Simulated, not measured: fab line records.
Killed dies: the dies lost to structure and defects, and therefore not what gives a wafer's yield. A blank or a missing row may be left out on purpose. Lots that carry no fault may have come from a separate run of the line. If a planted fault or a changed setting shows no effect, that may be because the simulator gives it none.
fab line records	flow sky130	part 1 of 2: steps 1 to 30 of 40
record lots=5	wafers=15	lastDay=50
route steps=708 shown GATE_OXIDE@191 POLY_GATE@204 RES_PROTECT@206
lots that met no fault: taken from a fault-free run of the same line
startH: hours from the record's first day to the start of the lot's first wafer shown	waitH: how many hours have passed since the lot's step before this one	" same as the row above	L1.1+2: a row that stands for several wafers	- no value, or no start given	* or withheld: withheld	< > ~ a bound
route shown NAME@n: a module of which the file shows steps, and the number in the route of the first	usual: mean/standard deviation taken from wafers without a fault	same: alike in all rows	chamber/n: place in a boat	sites: per-site readings	_std_site: the values' standard deviation	_edge_site: outer sites' mean less inner sites'	radiusMm: for every site, how far away it sits from the centre of the wafer	mask NAME#n: copy n	behind: the tool/chamber that last shaped the wafer	hold: why the lot went on hold/how many hours it stayed there/how the hold came to an end	device: the n, p or np transistor that did not switch	end of line: tests run on the same wafers once the route is complete	step lacking rows: just its recipe	killed: dies that structure and defects cost at the first sort, which is not the same as the wafer's yield	map: a wafer's dies, marking killed ones x, the rest . and places with no die _
set.NAME: the setting that was run; set.NAME@STEP: the one run at that earlier step	model.NAME: the simulator's own value behind a step, which no gauge read
certain route steps with their lots: each step a table, each wafer a row
services: the hour from which a tool's chamber was out of use, counted from the record's first day as startH (under 0 if before that day), plus the number of hours and why
## steps
# step SKY_GATE_OXIDE_HMDS_04
# recipe primeTimeS=60	primeTempC=120
lot.wafer	tool	chamber	startH	waitH
L079.3+5+6	lithoTrack-03	0	342.90	0.1
L086.3+4+5	lithoTrack-02	0	394.65	0.1
L092.1+3+6	lithoTrack-03	0	449.90	0.1
L096.2+4+5	lithoTrack-03	0	474.43	0.1
L097.1+5+6	lithoTrack-03	0	488.60	0.1
# step SKY_GATE_OXIDE_COAT_05
# recipe resist=NOVOLAK	spinRpm=3000	resistThkNm=1140
# usual spinSpeedRpm=3000.3/2
lot.wafer	tool	chamber	startH	waitH	spinSpeedRpm
L079.3	lithoTrack-03	0	343.05	0.1	2997.2
L079.5	"	0	"	"	3001.7
L079.6	"	0	"	"	2999.8
L086.3	lithoTrack-02	0	394.80	0.1	2998.8
L086.4	"	0	"	"	3000.3
L086.5	"	0	"	"	2998.9
L092.1	lithoTrack-03	0	450.05	0.1	2999.8
L092.3	"	0	"	"	3003.6
L092.6	"	0	"	"	2999.7
L096.2	lithoTrack-03	0	474.58	0.1	2997.5
L096.4	"	0	"	"	2997.2
L096.5	"	0	"	"	2997.8
L097.1	lithoTrack-03	0	488.75	0.1	3002.1
L097.5	"	0	"	"	2999.5
L097.6	"	0	"	"	3000.7
# step SKY_GATE_OXIDE_SOFTBAKE_06
# recipe tempC=90	timeS=60	resist=NOVOLAK
lot.wafer	tool	chamber	startH	waitH
L079.3+5+6	lithoTrack-03	0	343.20	0.1
L086.3+4+5	lithoTrack-02	0	394.95	0.1
L092.1+3+6	lithoTrack-03	0	450.20	0.1
L096.2+4+5	lithoTrack-03	0	474.73	0.1
L097.1+5+6	lithoTrack-03	0	488.90	0.1
# step SKY_GATE_OXIDE_EXPOSE_07
# recipe maskId=LVOM	na=0.6	sourceShape=conventional	sigmaOuter=0.6	polarization=unpolarized	targetCdNm=600	doseMj=170
# usual focusOffsetNm=0.0/0.52
lot.wafer	tool	chamber	startH	waitH	mask	focusOffsetNm
L079.3	ilineStepper-02	0	-	-	LVOM#0	-0.7
L079.5	"	0	"	"	LVOM#0	-0.5
L079.6	"	0	"	"	LVOM#0	-0.3
L086.3	ilineStepper-02	0	-	-	LVOM#0	0.5
L086.4	"	0	"	"	LVOM#0	-0.7
L086.5	"	0	"	"	LVOM#0	-0.4
L092.1	ilineStepper-02	0	-	-	LVOM#0	0.0
L092.3	"	0	"	"	LVOM#0	-0.4
L092.6	"	0	"	"	LVOM#0	-0.5
L096.2	ilineStepper-01	0	-	-	LVOM#0	0.5
L096.4	"	0	"	"	LVOM#0	-0.2
L096.5	"	0	"	"	LVOM#0	-0.2
L097.1	ilineStepper-01	0	-	-	LVOM#0	0.5
L097.5	"	0	"	"	LVOM#0	-0.8
L097.6	"	0	"	"	LVOM#0	0.1
# step SKY_GATE_OXIDE_PEB_08
# recipe tempC=withheld	timeS=*	resist=NOVOLAK
lot.wafer	tool	chamber	startH	waitH
L079.3+5+6	lithoTrack-04	0	-	-
L086.3+4+5	lithoTrack-03	0	-	-
L092.1+3+6	lithoTrack-02	0	-	-
L096.2+4+5	lithoTrack-03	0	-	-
L097.1+5+6	lithoTrack-04	0	-	-
# step SKY_GATE_OXIDE_DEVELOP_09
# recipe resist=NOVOLAK	developer=TMAH	developTimeS=60	devTempC=23
# usual developerTempC=23.00/0.1
lot.wafer	tool	chamber	startH	waitH	developerTempC
L079.3	lithoTrack-04	0	357.47	0.1	22.95
L079.5	"	0	"	"	23.00
L079.6	"	0	"	"	22.96
L086.3	lithoTrack-03	0	408.70	0.1	23.14
L086.4	"	0	"	"	23.06
L086.5	"	0	"	"	23.00
L092.1	lithoTrack-02	0	465.65	0.1	23.05
L092.3	"	0	"	"	23.12
L092.6	"	0	"	"	23.06
L096.2	lithoTrack-03	0	490.13	0.1	23.02
L096.4	"	0	"	"	22.91
L096.5	"	0	"	"	23.21
L097.1	lithoTrack-04	0	503.77	0.1	23.01
L097.5	"	0	"	"	23.09
L097.6	"	0	"	"	22.91
# step SKY_GATE_OXIDE_OVL_MEAS_10
# usual GATE_OXIDE_OVL=-0.1/1.5
lot.wafer	tool	chamber	startH	waitH	GATE_OXIDE_OVL[nm]
L079.3	overlay-02	-	357.58	0.1	-2.2
L079.5	"	-	"	"	0.4
L079.6	"	-	"	"	-1.5
L086.3	overlay-01	-	408.81	0.1	-0.4
L086.4	"	-	"	"	2.2
L086.5	"	-	"	"	0.4
L092.1	overlay-01	-	465.80	0.1	-2.0
L092.3	"	-	"	"	-1.7
L092.6	"	-	"	"	-1.0
L096.2	overlay-01	-	490.26	0.1	-2.2
L096.4	"	-	"	"	1.6
L096.5	"	-	"	"	-2.9
L097.1	overlay-01	-	503.92	0.1	-1.8
L097.5	"	-	"	"	1.5
L097.6	"	-	"	"	-1.1
# step SKY_GATE_OXIDE_IMPLANT_11
# recipe species=B	energyKev=10	doseCm2=2.636e+12	tiltDeg=withheld
# same implantIonAmu=11
lot.wafer	tool	chamber	startH	waitH
L079.3+5+6	implanter-01	0	357.66	0.1
L086.3+4+5	implanter-01	0	408.89	0.1
L092.1+3+6	implanter-03	0	465.83	0.0
L096.2+4+5	implanter-03	0	490.31	0.0
L097.1+5+6	implanter-03	0	503.96	0.0
# step SKY_GATE_OXIDE_WET_ETCH_12
# recipe chemistry=dHF	targetDepthNm=16.8	dry=n2Spin	target=SiO2	dilution=100:1	tempC=25	timeS=336
lot.wafer	tool	chamber	startH	waitH
L079.3+5+6	wetBench-03	3	357.76	0.1
L086.3+4+5	wetBench-03	0	408.99	0.1
L092.1+3+6	wetBench-03	2	465.98	0.1
L096.2+4+5	wetBench-01	1	490.44	0.1
L097.1+5+6	wetBench-03	0	504.11	0.1
# step SKY_GATE_OXIDE_STRIP_13
# recipe chemistry=O2/N2	powerW=1400	pressureMtorr=1500	platenTempC=withheld	o2FlowSccm=3000	n2FlowSccm=300	overashFraction=0.5
# usual drypumpMotorCurrentA=5.4/0.53	oesProductAu=0.716/0.0042	stripTimeToEndpointS=14.19/0.042
lot.wafer	tool	chamber	startH	waitH	drypumpMotorCurrentA	oesProductAu	rfHoursCounterH	stripTimeToEndpointS
L079.3	plasmaAsher-02	0	357.99	0.0	4.9	0.719	-	14.23
L079.5	"	1	"	"	5.6	0.720	-	14.24
L079.6	"	0	"	"	4.9	0.713	-	14.23
L086.3	plasmaAsher-02	1	409.12	0.0	5.5	0.714	-	14.24
L086.4	"	0	"	"	4.9	0.720	-	14.27
L086.5	"	0	"	"	4.9	0.719	-	14.25
L092.1	plasmaAsher-02	0	466.08	0.0	4.9	0.720	4	14.27
L092.3	"	0	"	"	4.9	0.707	-	14.19
L092.6	"	0	"	"	4.9	0.717	-	14.23
L096.2	plasmaAsher-02	1	490.54	0.0	5.6	0.718	6	14.19
L096.4	"	0	"	"	4.9	0.712	-	14.12
L096.5	"	1	"	"	5.5	0.718	-	14.17
L097.1	plasmaAsher-01	1	504.22	0.0	6.1	0.720	69	14.22
L097.5	"	1	"	"	6.1	0.718	-	14.28
L097.6	"	0	"	"	4.9	0.714	-	14.27
# step SKY_GATE_OXIDE_TW_MEAS_14
# usual GATE_OXIDE_TW=224.9/1.8
lot.wafer	tool	chamber	startH	waitH	GATE_OXIDE_TW
L079.3	filmMetro-03	-	358.08	0.1	224.2
L079.5	"	-	"	"	226.1
L079.6	"	-	"	"	224.5
L086.3	filmMetro-01	-	409.21	0.1	226.0
L086.4	"	-	"	"	227.7
L086.5	"	-	"	"	225.5
L092.1	filmMetro-02	-	466.18	0.1	222.1
L092.3	"	-	"	"	223.0
L092.6	"	-	"	"	222.4
L096.2	filmMetro-03	-	490.65	0.1	223.9
L096.4	"	-	"	"	224.4
L096.5	"	-	"	"	224.1
L097.1	filmMetro-02	-	504.32	0.1	223.1
L097.5	"	-	"	"	222.9
L097.6	"	-	"	"	222.5
# step SKY_GATE_OXIDE_CLEAN_15
# recipe chemistry=SC1/SC2	mix=1:4:20	tempC=70	timeS=150	dry=n2Spin
# usual bathGuardTempC=70.1/0.51
lot.wafer	tool	chamber	startH	waitH	bathGuardTempC
L079.3	wetBench-03	3	358.12	0.0	70.8
L079.5	"	3	"	"	70.7
L079.6	"	3	"	"	70.7
L086.3	wetBench-01	0	409.25	0.0	71.0
L086.4	"	0	"	"	70.8
L086.5	"	0	"	"	70.6
L092.1	wetBench-02	3	466.24	0.1	70.2
L092.3	"	3	"	"	70.8
L092.6	"	3	"	"	70.2
L096.2	wetBench-03	0	490.70	0.0	69.1
L096.4	"	0	"	"	69.0
L096.5	"	0	"	"	68.9
L097.1	wetBench-02	0	504.38	0.1	70.0
L097.5	"	0	"	"	70.2
L097.6	"	0	"	"	70.0
# step SKY_GATE_OXIDE_OXIDATION_16
# recipe tempC=800	ambient=O2	idleTempC=700	rampUpCPerMin=10	rampDownCPerMin=3	stabiliseS=600	purgeS=300	targetThkA=35.7	oxTimeS=1915
# usual zonePowerTopPct=28.9/0.64
lot.wafer	tool	chamber	startH	waitH	zonePowerTopPct
L079.3	furnace-02	0	358.22	0.0	28.1
L079.5	"	0	"	"	28.2
L079.6	"	0	"	"	27.7
L086.3	furnace-01	0	410.35	1.1	28.9
L086.4	"	0	"	"	28.9
L086.5	"	0	"	"	29.7
L092.1	furnace-02	0	466.53	0.2	28.4
L092.3	"	0	"	"	28.6
L092.6	"	0	"	"	28.2
L096.2	furnace-01	0	490.75	0.0	28.9
L096.4	"	0	"	"	29.0
L096.5	"	0	"	"	28.6
L097.1	furnace-01	0	504.43	0.0	29.2
L097.5	"	0	"	"	29.2
L097.6	"	0	"	"	29.2
# step SKY_POLY_GATE_CVD_00
# recipe material=poly-Si	targetThkNm=180	tempC=620	timeS=720	pressureMtorr=200
# usual zonePowerTopPct=17.9/0.72
lot.wafer	tool	chamber	startH	waitH	zonePowerTopPct
L079.3	lpcvd-01	0	359.75	0.0	18.6
L079.5	"	0	"	"	18.7
L079.6	"	0	"	"	18.4
L086.3	lpcvd-01	0	412.02	0.1	18.4
L086.4	"	0	"	"	18.7
L086.5	"	0	"	"	18.7
L092.1	lpcvd-01	0	468.06	0.0	18.9
L092.3	"	0	"	"	18.6
L092.6	"	0	"	"	18.5
L096.2	lpcvd-01	0	492.29	0.0	18.7
L096.4	"	0	"	"	18.5
L096.5	"	0	"	"	18.6
L097.1	lpcvd-01	0	505.96	0.0	18.8
L097.5	"	0	"	"	18.9
L097.6	"	0	"	"	18.7
# step SKY_POLY_GATE_THK_MEAS_01
# recipe reads=poly-Si_of_POLY_GATE_CVD_00
# usual POLY_GATE_CVD_00_THK=179.3/1.7
lot.wafer	tool	chamber	startH	waitH	POLY_GATE_CVD_00_THK[nm]
L079.3	filmMetro-01	-	360.97	0.0	179.6
L079.5	"	-	"	"	182.0
L079.6	"	-	"	"	181.4
L086.3	filmMetro-01	-	413.24	0.0	177.7
L086.4	"	-	"	"	178.5
L086.5	"	-	"	"	178.1
L092.1	filmMetro-02	-	469.26	0.0	182.0
L092.3	"	-	"	"	180.3
L092.6	"	-	"	"	179.5
L096.2	filmMetro-04	-	494.10	0.0	175.2
L096.4	"	-	"	"	176.6
L096.5	"	-	"	"	175.5
L097.1	filmMetro-01	-	507.16	0.0	181.0
L097.5	"	-	"	"	181.6
L097.6	"	-	"	"	181.6
# step SKY_RES_PROTECT_DEHYDRATE_00
# recipe tempC=200	timeS=60
lot.wafer	tool	chamber	startH	waitH
L079.3+5+6	lithoTrack-02	0	374.55	13.6
L086.3+4+5	lithoTrack-01	0	427.62	14.4
L092.1+3+6	lithoTrack-01	0	484.07	14.8
L096.2+4+5	lithoTrack-04	0	508.09	14.0
L097.1+5+6	lithoTrack-02	0	521.95	14.8
# step SKY_RES_PROTECT_HMDS_01
# recipe primeTimeS=60	primeTempC=120
lot.wafer	tool	chamber	startH	waitH
L079.3+5+6	lithoTrack-02	0	374.70	0.1
L086.3+4+5	lithoTrack-01	0	427.77	0.1
L092.1+3+6	lithoTrack-01	0	484.22	0.1
L096.2+4+5	lithoTrack-04	0	508.24	0.1
L097.1+5+6	lithoTrack-02	0	522.10	0.1
# step SKY_RES_PROTECT_COAT_02
# recipe resist=NOVOLAK	spinRpm=3000	resistThkNm=1140
# usual spinSpeedRpm=2999.8/1.6
lot.wafer	tool	chamber	startH	waitH	spinSpeedRpm
L079.3	lithoTrack-02	0	374.85	0.1	3002.1
L079.5	"	0	"	"	2998.1
L079.6	"	0	"	"	2997.9
L086.3	lithoTrack-01	0	427.92	0.1	3002.4
L086.4	"	0	"	"	2996.3
L086.5	"	0	"	"	2999.8
L092.1	lithoTrack-01	0	484.37	0.1	2999.9
L092.3	"	0	"	"	3000.0
L092.6	"	0	"	"	2999.0
L096.2	lithoTrack-04	0	508.39	0.1	3002.8
L096.4	"	0	"	"	2999.0
L096.5	"	0	"	"	2999.5
L097.1	lithoTrack-02	0	522.25	0.1	2997.9
L097.5	"	0	"	"	2997.3
L097.6	"	0	"	"	2999.2
# step SKY_RES_PROTECT_SOFTBAKE_03
# recipe tempC=90	timeS=60	resist=NOVOLAK
lot.wafer	tool	chamber	startH	waitH
L079.3+5+6	lithoTrack-02	0	375.00	0.1
L086.3+4+5	lithoTrack-01	0	428.07	0.1
L092.1+3+6	lithoTrack-01	0	484.52	0.1
L096.2+4+5	lithoTrack-04	0	508.54	0.1
L097.1+5+6	lithoTrack-02	0	522.40	0.1
# step SKY_RES_PROTECT_EXPOSE_04
# recipe maskId=RPM	na=0.6	sourceShape=conventional	sigmaOuter=0.6	polarization=unpolarized	targetCdNm=1270	doseMj=131
# usual focusOffsetNm=0.0/0.55
lot.wafer	tool	chamber	startH	waitH	mask	focusOffsetNm
L079.3	ilineStepper-02	0	-	-	RPM#0	0.0
L079.5	"	0	"	"	RPM#0	-0.4
L079.6	"	0	"	"	RPM#0	0.0
L086.3	ilineStepper-01	0	-	-	RPM#0	-1.1
L086.4	"	0	"	"	RPM#0	-0.8
L086.5	"	0	"	"	RPM#0	-1.2
L092.1	ilineStepper-02	0	-	-	RPM#0	1.1
L092.3	"	0	"	"	RPM#0	0.2
L092.6	"	0	"	"	RPM#0	1.1
L096.2	ilineStepper-01	0	-	-	RPM#0	-0.4
L096.4	"	0	"	"	RPM#0	-0.1
L096.5	"	0	"	"	RPM#0	-0.3
L097.1	ilineStepper-01	0	-	-	RPM#0	0.9
L097.5	"	0	"	"	RPM#0	-0.4
L097.6	"	0	"	"	RPM#0	0.4
# step SKY_RES_PROTECT_PEB_05
# recipe tempC=withheld	timeS=*	resist=NOVOLAK
lot.wafer	tool	chamber	startH	waitH
L079.3+5+6	lithoTrack-01	0	-	-
L086.3+4+5	lithoTrack-02	0	-	-
L092.1+3+6	lithoTrack-04	0	-	-
L096.2+4+5	lithoTrack-01	0	-	-
L097.1+5+6	lithoTrack-04	0	-	-
# step SKY_RES_PROTECT_DEVELOP_06
# recipe resist=NOVOLAK	developer=TMAH	developTimeS=60	devTempC=23
# usual developerTempC=23.00/0.096
lot.wafer	tool	chamber	startH	waitH	developerTempC
L079.3	lithoTrack-01	0	389.52	0.1	22.76
L079.5	"	0	"	"	22.91
L079.6	"	0	"	"	22.93
L086.3	lithoTrack-02	0	443.50	0.1	22.95
L086.4	"	0	"	"	23.25
L086.5	"	0	"	"	22.93
L092.1	lithoTrack-04	0	499.17	0.1	22.96
L092.3	"	0	"	"	22.92
L092.6	"	0	"	"	22.97
L096.2	lithoTrack-01	0	523.84	0.1	22.86
L096.4	"	0	"	"	22.88
L096.5	"	0	"	"	22.92
L097.1	lithoTrack-04	0	536.57	0.1	23.03
L097.5	"	0	"	"	23.11
L097.6	"	0	"	"	23.17
# step SKY_POLY_GATE_IMPLANT_02
# recipe species=P	energyKev=30	doseCm2=7.7e+15	tiltDeg=0
# same implantIonAmu=31
lot.wafer	tool	chamber	startH	waitH
L079.3+5+6	implanter-03	0	389.67	0.1
L086.3+4+5	implanter-04	0	443.65	0.1
L092.1+3+6	implanter-04	0	499.32	0.1
L096.2+4+5	implanter-03	0	523.99	0.1
L097.1+5+6	implanter-04	0	536.72	0.1
# step SKY_RES_PROTECT_STRIP_07
# recipe chemistry=O2/N2	powerW=1400	pressureMtorr=1500	platenTempC=withheld	o2FlowSccm=3000	n2FlowSccm=300	overashFraction=0.5
# usual drypumpMotorCurrentA=5.7/0.58	oesProductAu=0.518/0.0044	stripTimeToEndpointS=23.30/0.044
lot.wafer	tool	chamber	startH	waitH	drypumpMotorCurrentA	oesProductAu	rfHoursCounterH	stripTimeToEndpointS
L079.3	plasmaAsher-01	0	389.80	0.1	4.9	0.511	-	23.33
L079.5	"	1	"	"	6.1	0.522	-	23.30
L079.6	"	0	"	"	4.9	0.520	-	23.28
L086.3	plasmaAsher-01	0	443.78	0.1	4.9	0.518	-	23.27
L086.4	"	1	"	"	6.1	0.515	-	23.25
L086.5	"	1	"	"	6.1	0.515	-	23.22
L092.1	plasmaAsher-03	0	499.47	0.1	6.0	0.531	80	23.31
L092.3	"	0	"	"	6.0	0.515	-	23.30
L092.6	"	1	"	"	5.9	0.516	-	23.30
L096.2	plasmaAsher-03	1	524.12	0.1	5.9	0.517	82	23.22
L096.4	"	0	"	"	6.0	0.516	-	23.24
L096.5	"	1	"	"	5.9	0.517	-	23.19
L097.1	plasmaAsher-03	0	536.87	0.1	6.0	0.523	84	23.29
L097.5	"	0	"	"	6.0	0.521	-	23.33
L097.6	"	1	"	"	5.9	0.519	-	23.36
# step SKY_RES_PROTECT_TW_MEAS_08
# usual POLY_GATE_TW=4054/34
lot.wafer	tool	chamber	startH	waitH	POLY_GATE_TW
L079.3	filmMetro-01	-	389.89	0.1	4055
L079.5	"	-	"	"	4072
L079.6	"	-	"	"	4067
L086.3	filmMetro-04	-	443.87	0.1	4030
L086.4	"	-	"	"	4026
L086.5	"	-	"	"	4015
L092.1	filmMetro-04	-	499.66	0.2	4092
L092.3	"	-	"	"	4086
L092.6	"	-	"	"	4094
L096.2	filmMetro-04	-	524.23	0.1	4057
L096.4	"	-	"	"	4066
L096.5	"	-	"	"	4085
L097.1	filmMetro-03	-	536.97	0.1	4003
L097.5	"	-	"	"	4017
L097.6	"	-	"	"	4009
# step SKY_RES_PROTECT_CLEAN_09
# recipe chemistry=SC1/SC2	mix=1:4:20	tempC=70	timeS=150	dry=n2Spin
# usual bathGuardTempC=70.0/0.51
lot.wafer	tool	chamber	startH	waitH	bathGuardTempC
L079.3	wetBench-03	0	389.93	0.0	68.9
L079.5	"	0	"	"	69.3
L079.6	"	0	"	"	69.2
L086.3	wetBench-03	0	443.91	0.0	69.3
L086.4	"	0	"	"	69.0
L086.5	"	0	"	"	69.2
L092.1	wetBench-02	1	499.72	0.1	69.2
L092.3	"	1	"	"	69.7
L092.6	"	1	"	"	69.4
L096.2	wetBench-02	3	524.28	0.0	70.6
L096.4	"	3	"	"	70.3
L096.5	"	3	"	"	70.2
L097.1	wetBench-03	3	537.03	0.1	70.9
L097.5	"	3	"	"	70.6
L097.6	"	3	"	"	71.0
# step SKY_POLY_GATE_CVD_03
# recipe material=Si3N4	precursor=DCS/NH3	targetThkNm=75	tempC=770	timeS=1290	pressureMtorr=250
# usual zonePowerTopPct=23.7/0.81
lot.wafer	tool	chamber	startH	waitH	zonePowerTopPct
L079.3	lpcvd-02	1	390.04	0.1	23.0
L079.5	"	1	"	"	22.6
L079.6	"	1	"	"	22.2
L086.3	lpcvd-02	0	444.01	0.0	24.4
L086.4	"	0	"	"	24.4
L086.5	"	0	"	"	24.5
L092.1	lpcvd-02	1	500.48	0.7	22.9
L092.3	"	1	"	"	22.7
L092.6	"	1	"	"	22.5
L096.2	lpcvd-02	1	525.62	1.3	22.8
L096.4	"	1	"	"	22.6
L096.5	"	1	"	"	22.5
L097.1	lpcvd-02	1	537.35	0.3	22.5
L097.5	"	1	"	"	22.5
L097.6	"	1	"	"	23.1
# step SKY_POLY_GATE_THK_MEAS_04
# recipe reads=Si3N4_of_POLY_GATE_CVD_03
# usual POLY_GATE_CVD_03_THK=75.6/0.75
lot.wafer	tool	chamber	startH	waitH	POLY_GATE_CVD_03_THK[nm]
L079.3	filmMetro-02	-	391.42	0.0	74.8
L079.5	"	-	"	"	75.0
L079.6	"	-	"	"	75.1
L086.3	filmMetro-02	-	445.38	0.0	76.9
L086.4	"	-	"	"	77.1
L086.5	"	-	"	"	77.1
L092.1	filmMetro-02	-	501.84	0.0	75.5
L092.3	"	-	"	"	74.3
L092.6	"	-	"	"	75.1
L096.2	filmMetro-04	-	526.99	0.0	75.5
L096.4	"	-	"	"	76.1
L096.5	"	-	"	"	75.9
L097.1	filmMetro-02	-	538.71	0.0	76.0
L097.5	"	-	"	"	76.3
L097.6	"	-	"	"	76.4
# step SKY_POLY_GATE_DEHYDRATE_05
# recipe tempC=200	timeS=60
lot.wafer	tool	chamber	startH	waitH
L079.3+5+6	lithoTrack-03	0	405.15	13.7
L086.3+4+5	lithoTrack-04	0	460.22	14.8
L092.1+3+6	lithoTrack-03	0	516.95	15.1
L096.2+4+5	lithoTrack-03	0	541.28	14.3
L097.1+5+6	lithoTrack-04	0	553.37	14.7
# step SKY_POLY_GATE_HMDS_06
# recipe primeTimeS=60	primeTempC=120
lot.wafer	tool	chamber	startH	waitH
L079.3+5+6	lithoTrack-03	0	405.30	0.1
L086.3+4+5	lithoTrack-04	0	460.37	0.1
L092.1+3+6	lithoTrack-03	0	517.10	0.1
L096.2+4+5	lithoTrack-03	0	541.43	0.1
L097.1+5+6	lithoTrack-04	0	553.52	0.1
